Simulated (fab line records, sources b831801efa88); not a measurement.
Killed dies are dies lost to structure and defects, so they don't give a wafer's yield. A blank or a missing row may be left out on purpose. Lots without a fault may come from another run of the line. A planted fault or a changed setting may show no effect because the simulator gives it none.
Problem report in the 8D (eight disciplines) form, filled by code | flow sky130 | the parts of the form that need people (team, actions taken, sign-off) are left out

1. THE PROBLEM
bias_w at SKY_METAL2_ETCH_18 reads a mean of 112.62 W on 4 wafers of 2 lots; wafers without a fault read 100.02 W with a standard deviation of 0.3. That is +42 standard deviations from the usual mean.
The step: etches BARC in N2/H2, stops on SiO2, time 45.9 s, target depth 60 nm.
First seen on wafer L815.1, day 36 21:33, on rie_metal-02. The record holds 33 wafers of 11 lots with a number at this step. Rule for "out", or "out of limits": more than 4 standard deviations from the usual mean. The other wafers with a number count as sound.

2. WHAT IT IS AND WHAT IT IS NOT
question                    | is                             | is not
which readings at this step | bias_w                         | drypump_motor_current_A, oes_product_au, throttle_valve_pct
which lots                  | L815, L817                     | L809, L823, L824, L826, L827, L828, L830, L831, L832
which wafers of those lots  | L815.1, L815.4, L817.4, L817.6 | L815.6, L817.3
read on which tools         | rie_metal-02                   | rie_metal-01, rie_metal-03
when                        | from day 36 21:33              | up to then (4 sound wafers); but 25 sound wafers of L817, L823, L824, L826, L827, L828, L830, L831, L832 came after

3. SUSPECTS, AND WHAT RULES EACH OUT
Counting: a tool at a process step up to the reading stays a suspect if it ran every lot that is out. Sound lots after the first of them don't rule it out here, since some wafers of a struck lot are sound.
- plasma_asher-02 at SKY_FIELD_ISO_STRIP_16 (strips in O2/N2): kept. It ran every lot that is out, first L815 (day 3 12:05).
- rie_metal-02 at SKY_METAL2_ETCH_18 (etches BARC in N2/H2, stops on SiO2, time 45.9 s, target depth 60 nm): kept. It ran every lot that is out, first L815 (day 36 21:33); its last sound lot up to then is L809 (day 34 11:32). Its own readings are out on those wafers: bias_w.
- Within rie_metal-02 at SKY_METAL2_ETCH_18: the wafers that are out ran in chamber 1; their sound lot-mates ran in chamber 0.
Left after counting: plasma_asher-02 at SKY_FIELD_ISO_STRIP_16, rie_metal-02 at SKY_METAL2_ETCH_18.

4. THE CAUSE (what the simulator had put in)
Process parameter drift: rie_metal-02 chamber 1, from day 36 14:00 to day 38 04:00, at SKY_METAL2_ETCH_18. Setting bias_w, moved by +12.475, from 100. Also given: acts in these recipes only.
Counting left 2 suspects, and this tool is among them.

5. THE CHAIN OF EFFECTS, in route order
Each row: a reading whose mean over the struck wafers that have a number lies more than 3 standard deviations from the usual. Only readings for which the record gives a usual standard deviation are gone through. hours: the time from each lot's start at the first step in this table that gives one to its start at this step, as a median over the lots. sigmas: the change in usual standard deviations.
hours | step               | reading | usual    | on struck wafers | change | sigmas
0     | SKY_METAL2_ETCH_18 | bias_w  | 100.02 W | 112.62           | +12.61 | +42
The process steps in it:
- SKY_METAL2_ETCH_18: etches BARC in N2/H2, stops on SiO2, time 45.9 s, target depth 60 nm.

6. WHAT WOULD HAVE CAUGHT IT SOONER
In this record the first reading out of limits was taken at day 36 21:33, 8 hours after the fault began at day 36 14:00.
